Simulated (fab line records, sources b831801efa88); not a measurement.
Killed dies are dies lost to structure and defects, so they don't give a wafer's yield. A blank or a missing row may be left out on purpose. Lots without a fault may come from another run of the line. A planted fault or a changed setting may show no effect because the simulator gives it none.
Which tool did it? | flow gf180mcu | 6 lots, 18 wafers sampled, at 2 steps of a route of 602

WHAT THE GAUGES READ, wafer by wafer
GF_VT_IMPLANT_RS_MEAS_49: measures by four-point-probe.
lot  | measured     | on            | MVPSD_RS (ohm/sq)
L994 | day 7 20:48  | film_metro-02 | 1170 1169 1170
L997 | day 8 16:08  | film_metro-04 | 1162 1167 1166
L999 | day 9 03:51  | film_metro-03 | 1171 1172 1171
L108 | day 11 17:36 | film_metro-04 | 1215 1214 1211
L111 | day 12 14:01 | film_metro-04 | 1173 1172 1169
L114 | day 13 10:27 | film_metro-02 | 1165 1165 1167

WHICH TOOL RAN EACH LOT (tool, then ch and the chambers of the sampled wafers, then the start)
lot  | GF_MVPSD_IMPLANT_09
L994 | implanter-02 ch 0, day 5 06:40
L997 | implanter-03 ch 0, day 5 23:25
L999 | implanter-03 ch 0, day 6 11:41
L108 | implanter-03 ch 0, day 8 17:20
L111 | implanter-01 ch 0, day 9 11:18
L114 | implanter-01 ch 0, day 10 05:50
- GF_MVPSD_IMPLANT_09

THE ANSWER, worked out from the rows above alone
Rule: what is usual is taken from the lots themselves. Put in order of their means at a reading, lots are off if they are a third of the lots or fewer, leave a main group of 4 or more, and stand apart from it by a gap of 3 or more times the standard deviation of the main group's means; of several such gaps the widest counts. A main group whose means are all the same, to the digits that the tables above print for the reading, isn't used. A lot without any number at a reading at which 4 lots or more have one is off too. The other lots that the step has rows for count as sound.
Off: L108, at GF_VT_IMPLANT_RS_MEAS_49 (MVPSD_RS). The main group: mean 1169 ohm/sq, standard deviation 2.7.
A tool fits if, at a process step before that reading, it ran every lot that is off, and no sound lot after the first of them. The gauges at GF_VT_IMPLANT_RS_MEAS_49 are tried like those tools. One fits: implanter-03 at GF_MVPSD_IMPLANT_09. Its last sound lot is L999 (day 6 11:41), its first lot that is off L108 (day 8 17:20): a fault that began between those two fits.

WHAT THE SIMULATOR HAD PUT IN
Process parameter drift: implanter-03, from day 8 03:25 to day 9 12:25, at GF_MVPSD_IMPLANT_09. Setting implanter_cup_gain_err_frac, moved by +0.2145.
Lots struck among those shown: L108. The rule above found the same.
